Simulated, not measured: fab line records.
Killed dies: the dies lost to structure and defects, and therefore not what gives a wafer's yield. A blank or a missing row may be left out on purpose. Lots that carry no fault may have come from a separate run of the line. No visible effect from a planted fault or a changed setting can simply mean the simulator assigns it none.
Chamber matching    flow sky130    SKY_CONTACT_CMP_27 on cmp-01: 4 sister chambers
The step polishes, stops on SiO2, t overpolish 15 s, target thk 0 nm. 24 wafers are shown with their chamber, then 12 later ones without.

WAFERS PAIRED WITH THEIR CHAMBERS
wafer   chamber  motor_current_A (A)  time_to_endpoint_s (s)  overpolish_run_s (s)
L074.3  1        12.0                 87                      15.002
L074.5  0        9.3                  82                      14.994
L074.6  1        12.0                 85                      15.005
L075.1  0        9.8                  85                      15.005
L075.3  3        9.4                  94                      15.013
L075.6  3        9.3                  92                      15.003
L080.1  0        8.7                  83                      15.004
L080.2  3        9.1                  89                      15.008
L080.3  2        12.1                 85                      14.998
L081.3  1        11.4                 85                      14.999
L081.5  3        9.9                  89                      14.996
L081.6  2        12.8                 89                      14.990
L082.2  1        11.9                 81                      15.006
L082.3  0        9.6                  83                      15.012
L082.6  0        9.2                  80                      14.993
L083.2  0        9.0                  83                      14.997
L083.3  3        9.6                  91                      14.992
L083.6  3        9.6                  87                      15.007
L084.2  2        12.4                 84                      14.988
L084.3  3        9.2                  89                      15.002
L084.6  1        11.3                 85                      14.996
L089.1  1        11.8                 83                      14.993
L089.2  0        9.6                  81                      14.990
L089.3  2        12.0                 82                      14.997

SIGNATURES, as means of the wafers listed above
reading             chamber 0  chamber 1  chamber 2  chamber 3  scatter within a chamber
motor_current_A     9.314      11.733     12.325     9.443      0.332
time_to_endpoint_s  82.43      84.33      85.00      90.14      2.19
overpolish_run_s    14.99929   15.00017   14.99325   15.00300   0.00668
Rule: distance of a wafer from a chamber = root of the sum over the readings of ((wafer's reading minus chamber's mean) / reading's scatter) squared. If the next closest chamber is less than 2 further off than the closest, the wafer can't be placed; otherwise it belongs to the closest. The scatter is the square root of a quotient: the sum, over the shown wafers, of each reading's squared deviation from its chamber's mean, divided by wafers minus chambers.

WAFERS WITHOUT THEIR CHAMBER
wafer   motor_current_A (A)  time_to_endpoint_s (s)  overpolish_run_s (s)
L093.1  11.7                 86                      15.007
L093.2  9.0                  83                      14.994
L093.6  9.4                  92                      14.999
L094.1  12.1                 83                      15.001
L094.5  9.9                  88                      15.012
L094.6  9.2                  85                      15.017
L095.4  12.5                 82                      15.004
L095.5  8.9                  79                      15.002
L095.6  11.7                 82                      14.999
L096.1  12.0                 85                      15.023
L096.2  11.9                 85                      15.000
L096.4  9.1                  79                      15.014

THE CHAMBER EACH PASSED THROUGH
wafer   from the rows above      in truth
L093.1  can't be placed: 1 or 2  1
L093.2  0                        0
L093.6  3                        3
L094.1  can't be placed: 1 or 2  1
L094.5  can't be placed: 3 or 0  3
L094.6  can't be placed: 0 or 3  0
L095.4  can't be placed: 2 or 1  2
L095.5  0                        0
L095.6  can't be placed: 1 or 2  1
L096.1  can't be placed: 1 or 2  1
L096.2  can't be placed: 1 or 2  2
L096.4  0                        0
Placed correctly: 4 of 12. Can't be placed from these rows: 8 (the true chamber is among the candidates in 8). Wrongly placed: 0.
